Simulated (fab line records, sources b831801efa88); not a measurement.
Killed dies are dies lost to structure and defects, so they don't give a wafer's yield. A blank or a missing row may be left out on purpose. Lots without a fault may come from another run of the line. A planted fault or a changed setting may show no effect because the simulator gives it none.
Which tool did it? | flow sky130 | 6 lots, 18 wafers sampled, at 3 steps of a route of 708

WHAT THE GAUGES READ, wafer by wafer
SKY_METAL3_CD_MEAS_13: target cd 300 nm.
lot  | measured     | on        | cd_nm (nm)
L335 | day 39 00:13 | cd_sem-01 | 299.3 301.2 300.8
L337 | day 39 22:25 | cd_sem-02 | 298.3 298.4 299.2
L340 | day 40 17:15 | cd_sem-01 | 301.3 301.2 299.9
L339 | day 40 20:35 | cd_sem-01 | 300.9 301.3 301.3
L349 | day 43 02:35 | cd_sem-02 | 300.1 300.2 283.4
L354 | day 44 09:37 | cd_sem-01 | 300.1 300.1 299.6

WHICH TOOL RAN EACH LOT (tool, then ch and the chambers of the sampled wafers, then the start)
lot  | SKY_METAL3_SPUTTER_00        | SKY_METAL3_EXPOSE_10
L335 | pvd_sputter-02, day 36 19:26 | krf_scanner-01 ch 0, day 38 11:37
L337 | pvd_sputter-02, day 37 18:44 | krf_scanner-01 ch 0, day 39 10:10
L340 | pvd_sputter-02, day 38 16:28 | krf_scanner-02 ch 0, day 40 04:59
L339 | pvd_sputter-04, day 38 18:59 | krf_scanner-01 ch 0, day 40 08:17
L349 | pvd_sputter-04, day 41 02:32 | krf_scanner-01 ch 0, day 42 14:45
L354 | pvd_sputter-03, day 42 11:08 | krf_scanner-02 ch 0, day 43 23:16
- SKY_METAL3_SPUTTER_00: material Ti, target thk 15 nm, time 10 s.
- SKY_METAL3_EXPOSE_10: exposes mask MM3, target cd 300 nm.

THE ANSWER, worked out from the rows above alone
Rule: what is usual is taken from the lots themselves. Put in order of their means at a reading, lots are off if they are a third of the lots or fewer, leave a main group of 4 or more, and stand apart from it by a gap of 3 or more times the standard deviation of the main group's means; of several such gaps the widest counts. A main group whose means are all the same, to the digits that the tables above print for the reading, isn't used. A lot without any number at a reading at which 4 lots or more have one is off too. The other lots that the step has rows for count as sound.
Off: L349, at SKY_METAL3_CD_MEAS_13 (cd_nm). The main group: mean 300.2 nm, standard deviation 0.88.
A tool fits if, at a process step before that reading, it ran every lot that is off, and no sound lot after the first of them. The gauges at SKY_METAL3_CD_MEAS_13 are tried like those tools. Can't be told from this: 3 tools fit, pvd_sputter-04 at SKY_METAL3_SPUTTER_00, krf_scanner-01 at SKY_METAL3_EXPOSE_10, cd_sem-02 at SKY_METAL3_CD_MEAS_13.

WHAT THE SIMULATOR HAD PUT IN
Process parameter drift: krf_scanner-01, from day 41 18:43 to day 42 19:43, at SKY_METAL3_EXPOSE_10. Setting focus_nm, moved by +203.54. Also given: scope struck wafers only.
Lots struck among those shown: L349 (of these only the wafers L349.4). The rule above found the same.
